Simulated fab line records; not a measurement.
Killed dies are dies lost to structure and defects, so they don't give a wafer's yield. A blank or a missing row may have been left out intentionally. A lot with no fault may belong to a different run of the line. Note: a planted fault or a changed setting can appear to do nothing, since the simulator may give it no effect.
Split-lot experiment    flow gf180mcu    on a route of 602 steps: 5 lots, 23 wafers read

SPLIT DETAILS
At GF_MIM_SPUTTER_09 (material TiN, target thk 35 nm, time 29.2 s), the setting power-w was moved away from the recipe's 6500 W on 9 of the 23 wafers read, by -6.6% to +8.4%. All remaining wafers had this setting at the recipe value.

The reading is taken at the split's own step.

THE READING
TiN_of_MIM_SPUTTER_09.thk-nm (the simulator's own value, which no gauge read), in nm, at GF_MIM_SPUTTER_09 (material TiN, target thk 35 nm, time 29.2 s). No usual value for it is given in the file. The 14 wafers here that ran the recipe average 35.07 nm, standard deviation 0.16 nm.

wafer   tool, chamber at the split  power-w as run, W  against the recipe  TiN_of_MIM_SPUTTER_09.thk-nm, nm  against lot-mates on the recipe
L076.2  pvd-sputter-02, -           6500               recipe              35.3                              -
L076.3  pvd-sputter-02, -           6500               recipe              34.95                             -
L076.4  pvd-sputter-02, -           6500               recipe              35.19                             -
L077.1  pvd-sputter-03, -           6984               +7.4%               37.96                             +2.81
L077.2  pvd-sputter-03, -           6984               +7.4%               37.61                             +2.46
L077.3  pvd-sputter-03, -           6500               recipe              35.05                             -
L077.4  pvd-sputter-03, -           6500               recipe              35.41                             -
L077.5  pvd-sputter-03, -           6500               recipe              34.99                             -
L080.1  pvd-sputter-02, -           6500               recipe              34.96                             -
L080.2  pvd-sputter-02, -           6500               recipe              34.97                             -
L080.3  pvd-sputter-02, -           7012               +7.9%               37.72                             +2.72
L080.4  pvd-sputter-02, -           7012               +7.9%               37.63                             +2.63
L080.6  pvd-sputter-02, -           6500               recipe              35.07                             -
L082.1  pvd-sputter-03, -           6073               -6.6%               32.88                             -2.02
L082.2  pvd-sputter-03, -           6500               recipe              34.91                             -
L082.3  pvd-sputter-03, -           6500               recipe              34.88                             -
L082.4  pvd-sputter-03, -           6073               -6.6%               32.41                             -2.49
L082.6  pvd-sputter-03, -           6500               recipe              34.9                              -
L083.2  pvd-sputter-02, -           7049               +8.4%               38.29                             +3.11
L083.3  pvd-sputter-02, -           6500               recipe              35.24                             -
L083.4  pvd-sputter-02, -           6500               recipe              35.12                             -
L083.5  pvd-sputter-02, -           7049               +8.4%               38.23                             +3.05
L083.6  pvd-sputter-02, -           7049               +8.4%               38.09                             +2.91

FIT RESULTS
A straight line over all 23 wafers: TiN_of_MIM_SPUTTER_09.thk-nm changes by +0.361 nm for each +1% of power-w; r = +0.99; the points scatter about the line by 0.18 nm.
The same after taking each lot's own level away (the mean of its wafers on the recipe; 23 wafers): +0.35 nm for each +1%; r = +1.00; scatter 0.14 nm.
According to that fit, moving power-w by its largest amount changes the reading by 3 nm.
From 34.897 to 35.180 nm: that is the span of the lots' own levels, equal to 1.8 times the standard deviation above.
So the lot-to-lot level changes the slope little: the two slopes agree.
Check: with one of the wafers moved furthest among these (+8.4%) left out of the fit, the line predicts +2.94 nm for it against its lot-mates. Against them it came out at +3.11 nm.

THESE WAFERS: OTHER SPLITS
Note: prior to the reading, these wafers also went through further splits. Each is held against what the fit with the lots' levels taken away leaves over:
other split on the same wafers  wafers away from the commonest value  r with TiN_of_MIM_SPUTTER_09.thk-nm (lot level and that fit taken away)
GF_V4_ETCH_17 bias-w            6                                     -0.25
GF_V4_CVD_23 pressure-torr      10                                    -0.06

THE FILE'S OWN FIT
TiN_of_MIM_SPUTTER_09.thk-nm changes by +0.349 nm for each +1% of power-w, r = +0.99.
